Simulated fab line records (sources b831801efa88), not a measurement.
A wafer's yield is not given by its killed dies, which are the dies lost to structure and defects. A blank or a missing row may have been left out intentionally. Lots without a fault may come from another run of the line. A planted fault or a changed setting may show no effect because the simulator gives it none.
Which of the tools did it? + flow gf180mcu + 13 lots, 39 wafers sampled, at 4 steps of a route of 602

== WHAT THE GAUGES READ, wafer by wafer ==
GF_TOP_METAL_CD_MEAS_14: target cd 440 nm. Usual: 439.5 nm for cd nm, sd 2.4.
| lot  | measured     | on        | cd nm (nm)        | flag |
|------|--------------|-----------|-------------------|------|
| L278 | day 28 09:44 | cd sem-02 | 435.9 436.0 438.9 |      |
| L280 | day 28 15:17 | cd sem-02 | 441.1 440.6 440.7 |      |
| L279 | day 28 15:29 | cd sem-02 | 442.4 441.7 442.3 |      |
| L281 | day 29 10:00 | cd sem-02 | 439.5 438.4 440.6 |      |
| L283 | day 29 23:56 | cd sem-02 | 437.9 441.1 441.4 |      |
| L285 | day 30 07:20 | cd sem-02 | 438.3 438.1 436.0 |      |
| L288 | day 31 05:41 | cd sem-01 | 435.8 437.1 436.6 |      |
| L292 | day 32 04:04 | cd sem-02 | 436.9 438.3 437.6 |      |
| L293 | day 32 11:35 | cd sem-01 | 441.6 437.9 440.2 |      |
| L294 | day 32 17:17 | cd sem-01 | 440.9 441.8 438.0 |      |
| L296 | day 33 05:49 | cd sem-02 | 444.1 443.6 440.2 |      |
| L299 | day 33 16:44 | cd sem-01 | 442.1 444.6 443.9 |      |
| L301 | day 34 05:56 | cd sem-02 | 442.8 439.9 441.1 |      |

== TOOL THAT RAN EACH LOT (tool first, then ch and the chambers of the sampled wafers, then the start) ==
| lot  | GF_M1_SPUTTER_02             | GF_V5_ETCH_16                      | GF_TOP_METAL_SPUTTER_00      |
|------|------------------------------|------------------------------------|------------------------------|
| L278 | pvd sputter-02, day 16 10:15 | rie diel-02 ch 1,3, day 27 12:26   | pvd sputter-03, day 27 13:50 |
| L280 | pvd sputter-01, day 16 18:52 | rie diel-02 ch 0,2,3, day 27 18:08 | pvd sputter-03, day 27 19:38 |
| L279 | pvd sputter-02, day 16 21:05 | rie diel-01 ch 0,3, day 27 18:35   | pvd sputter-02, day 27 19:58 |
| L281 | pvd sputter-02, day 17 13:44 | rie diel-03 ch 0,1, day 28 12:54   | pvd sputter-02, day 28 14:21 |
| L283 | pvd sputter-01, day 18 11:03 | rie diel-02 ch 0,1, day 29 03:48   | pvd sputter-02, day 29 05:17 |
| L285 | pvd sputter-02, day 18 17:31 | rie diel-03 ch 0,3, day 29 11:05   | pvd sputter-04, day 29 12:28 |
| L288 | pvd sputter-04, day 20 05:11 | rie diel-03 ch 1,2, day 30 10:15   | pvd sputter-03, day 30 11:38 |
| L292 | pvd sputter-04, day 21 05:52 | rie diel-01 ch 0,2,3, day 31 09:12 | pvd sputter-03, day 31 10:34 |
| L293 | pvd sputter-02, day 21 18:41 | rie diel-02 ch 0,2,3, day 31 17:29 | pvd sputter-02, day 31 18:52 |
| L294 | pvd sputter-02, day 22 01:32 | rie diel-01 ch 0,3, day 31 23:08   | pvd sputter-04, day 32 00:45 |
| L296 | pvd sputter-01, day 22 17:19 | rie diel-01 ch 0,1,3, day 32 12:05 | pvd sputter-02, day 32 13:29 |
| L299 | pvd sputter-01, day 23 12:25 | rie diel-01 ch 0,1,2, day 32 23:36 | pvd sputter-02, day 33 00:58 |
| L301 | pvd sputter-04, day 24 06:16 | rie diel-02 ch 0,1,3, day 33 12:41 | pvd sputter-02, day 33 14:32 |
- GF_M1_SPUTTER_02: material AlCu, target thk 450 nm, time 23.9 s.
- GF_V5_ETCH_16: etches BARC in N2/H2.
- GF_TOP_METAL_SPUTTER_00: material Ti, target thk 37.5 nm, time 150 s.

== WHAT THE TOOLS THEMSELVES READ (means of the sampled wafers that have a number; where no wafer has one, the mark that the record gives instead) ==
GF_M1_SPUTTER_02. Usual: 29.9 % for throttle valve pct, sd 1.1.
| lot  | tool           | throttle valve pct (%) | flag |
|------|----------------|------------------------|------|
| L278 | pvd sputter-02 | 29.9                   |      |
| L280 | pvd sputter-01 | 29.5                   |      |
| L279 | pvd sputter-02 | 30.0                   |      |
| L281 | pvd sputter-02 | 30.7                   |      |
| L283 | pvd sputter-01 | 30.1                   |      |
| L285 | pvd sputter-02 | 30.0                   |      |
| L288 | pvd sputter-04 | 30.7                   |      |
| L292 | pvd sputter-04 | 30.7                   |      |
| L293 | pvd sputter-02 | 29.0                   |      |
| L294 | pvd sputter-02 | 29.7                   |      |
| L296 | pvd sputter-01 | 30.0                   |      |
| L299 | pvd sputter-01 | 30.2                   |      |
| L301 | pvd sputter-04 | 30.5                   |      |

GF_V5_ETCH_16. Usual: drypump motor current A 5.8 A, standard deviation 0.54; oes product au 0.855 a.u., standard deviation 0.0051; throttle valve pct 13.225 %, standard deviation 0.0098.
| lot  | tool        | drypump motor current A (A) | oes product au (a.u.) | throttle valve pct (%) | flag |
|------|-------------|-----------------------------|-----------------------|------------------------|------|
| L278 | rie diel-02 | 6.2                         | 0.856                 | 13.225                 |      |
| L280 | rie diel-02 | 5.9                         | 0.858                 | 13.224                 |      |
| L279 | rie diel-01 | 5.4                         | 0.851                 | 13.228                 |      |
| L281 | rie diel-03 | 5.6                         | 0.853                 | 13.220                 |      |
| L283 | rie diel-02 | 6.5                         | 0.851                 | 13.216                 |      |
| L285 | rie diel-03 | 6.1                         | 0.853                 | 13.232                 |      |
| L288 | rie diel-03 | 5.6                         | 0.852                 | 13.228                 |      |
| L292 | rie diel-01 | 5.4                         | 0.853                 | 13.211                 |      |
| L293 | rie diel-02 | 5.9                         | 0.856                 | 13.221                 |      |
| L294 | rie diel-01 | 5.4                         | 0.859                 | 13.223                 |      |
| L296 | rie diel-01 | 5.5                         | 0.853                 | 13.230                 |      |
| L299 | rie diel-01 | 5.5                         | 0.859                 | 13.219                 |      |
| L301 | rie diel-02 | 6.3                         | 0.856                 | 13.229                 |      |

GF_TOP_METAL_SPUTTER_00. Usual: 30.1 % for throttle valve pct, sd 1.2.
| lot  | tool           | throttle valve pct (%) | flag |
|------|----------------|------------------------|------|
| L278 | pvd sputter-03 | 31.5                   |      |
| L280 | pvd sputter-03 | 31.2                   |      |
| L279 | pvd sputter-02 | 29.4                   |      |
| L281 | pvd sputter-02 | 29.9                   |      |
| L283 | pvd sputter-02 | 29.9                   |      |
| L285 | pvd sputter-04 | 31.1                   |      |
| L288 | pvd sputter-03 | 30.6                   |      |
| L292 | pvd sputter-03 | 31.2                   |      |
| L293 | pvd sputter-02 | 29.6                   |      |
| L294 | pvd sputter-04 | 29.0                   |      |
| L296 | pvd sputter-02 | 29.9                   |      |
| L299 | pvd sputter-02 | 29.5                   |      |
| L301 | pvd sputter-02 | 29.4                   |      |

== THE ANSWER, worked out from the rows above alone ==
Rule: lot off if the mean of its wafers having a number is beyond 3 standard deviations from the usual mean. Also off: a lot with no number at a reading for which 4 or more lots have one. Where the step has rows for the other lots, those lots are counted as sound. The gauges are gone through in route order, then the tools' own readings, and for those a lot's mean is taken as printed above. The first step at which some lot is off is used, and at that step the reading that is off furthest; a lot without a number counts as furthest.
No lot is off at any reading shown: from this, nothing can be told.

== WHAT THE SIMULATOR HAD INSERTED ==
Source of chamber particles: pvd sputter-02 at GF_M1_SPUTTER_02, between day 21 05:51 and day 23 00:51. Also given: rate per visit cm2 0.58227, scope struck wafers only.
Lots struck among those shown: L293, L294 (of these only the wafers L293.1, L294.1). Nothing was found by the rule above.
